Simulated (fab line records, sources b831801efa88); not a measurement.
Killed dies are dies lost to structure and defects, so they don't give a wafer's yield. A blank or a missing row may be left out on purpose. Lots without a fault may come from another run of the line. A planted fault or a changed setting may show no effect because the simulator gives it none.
Split-lot experiment | flow gf180mcu | 5 lots, 23 wafers read, on a route of 602 steps

THE SPLIT
At GF_MVSD_IMPLANT_08, the setting dose_cm2 was moved away from the recipe's 1.6e+13 on 10 of the 23 wafers read, by -6.3% to +10.9%. The other wafers ran this setting at the recipe's value.

FROM THE SPLIT TO THE READING: what the file shows between them, 2 steps
- GF_MVSD_IMPLANT_09
- GF_MVSD_STRIP_10: strips in O2/N2

THE READING
MVSD_TW, at GF_MVSD_TW_MEAS_11. Fault-free wafers of this fab line usually give 1568, standard deviation 6.1.

wafer  | tool, chamber at the split | dose_cm2 as run | against the recipe | MVSD_TW | against lot-mates on the recipe
L075.2 | implanter-01, 0            | 1.6e+13         | recipe             | 1565    | -
L075.3 | implanter-01, 0            | 1.6e+13         | recipe             | 1574    | -
L075.4 | implanter-01, 0            | 1.6e+13         | recipe             | 1565    | -
L077.1 | implanter-02, 0            | 1.499e+13       | -6.3%              | 1545    | -30
L077.2 | implanter-02, 0            | 1.6e+13         | recipe             | 1576    | -
L077.3 | implanter-02, 0            | 1.499e+13       | -6.3%              | 1554    | -21
L077.4 | implanter-02, 0            | 1.6e+13         | recipe             | 1573    | -
L077.6 | implanter-02, 0            | 1.6e+13         | recipe             | 1577    | -
L080.2 | implanter-04, 0            | 1.6e+13         | recipe             | 1560    | -
L080.3 | implanter-04, 0            | 1.518e+13       | -5.1%              | 1540    | -19
L080.4 | implanter-04, 0            | 1.6e+13         | recipe             | 1561    | -
L080.5 | implanter-04, 0            | 1.518e+13       | -5.1%              | 1542    | -17
L080.6 | implanter-04, 0            | 1.6e+13         | recipe             | 1556    | -
L081.1 | implanter-04, 0            | 1.6e+13         | recipe             | 1571    | -
L081.2 | implanter-04, 0            | 1.506e+13       | -5.9%              | 1553    | -19
L081.3 | implanter-04, 0            | 1.506e+13       | -5.9%              | 1535    | -37
L081.5 | implanter-04, 0            | 1.506e+13       | -5.9%              | 1551    | -21
L081.6 | implanter-04, 0            | 1.6e+13         | recipe             | 1573    | -
L082.2 | implanter-02, 0            | 1.774e+13       | +10.9%             | 1621    | +51
L082.3 | implanter-02, 0            | 1.6e+13         | recipe             | 1569    | -
L082.4 | implanter-02, 0            | 1.774e+13       | +10.9%             | 1615    | +45
L082.5 | implanter-02, 0            | 1.6e+13         | recipe             | 1571    | -
L082.6 | implanter-02, 0            | 1.774e+13       | +10.9%             | 1619    | +49

THE FIT
A straight line over all 23 wafers: MVSD_TW changes by +4.31 for each +1% of dose_cm2; r = +0.96; the points scatter about the line by 6.9.
The same after taking each lot's own level away (the mean of its wafers on the recipe; 23 wafers): +4.31 for each +1%; r = +0.98; scatter 4.2.
On that fit, the largest move of dose_cm2 shifts the reading by 47.
The lots' own levels span 1559.0 to 1575.3, that is 2.7 times the standard deviation above.
So the lot-to-lot level changes the slope little: the two slopes agree.
Check: with one of the wafers moved furthest among these (+10.9%) left out of the fit, the line predicts +46.3 for it against its lot-mates. It came out at +51 against them.

OTHER SPLITS ON THESE WAFERS
These wafers also went through other splits before the reading. Each is held against what the fit with the lots' levels taken away leaves over:
other split on the same wafers   | wafers away from the commonest value | r with MVSD_TW (lot level and that fit taken away)
GF_STI_OXIDATION_01 temp_c       | 18                                   | -0.09
GF_STI_COAT_07 resist_thk_nm     | 8                                    | -0.06
GF_STI_ETCH_13 bias_w            | 6                                    | -0.27
GF_STI_CVD_23 sih4_flow_sccm     | 6                                    | +0.02
GF_NWELL_COAT_02 resist_thk_nm   | 9                                    | +0.28
GF_NWELL_STRIP_10 o2_flow_sccm   | 8                                    | -0.13
GF_LVPWELL_IMPLANT_08 energy_kev | 7                                    | -0.02

THE FILE'S OWN FIT
MVSD_TW changes by +4.27 for each +1% of dose_cm2, r = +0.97.
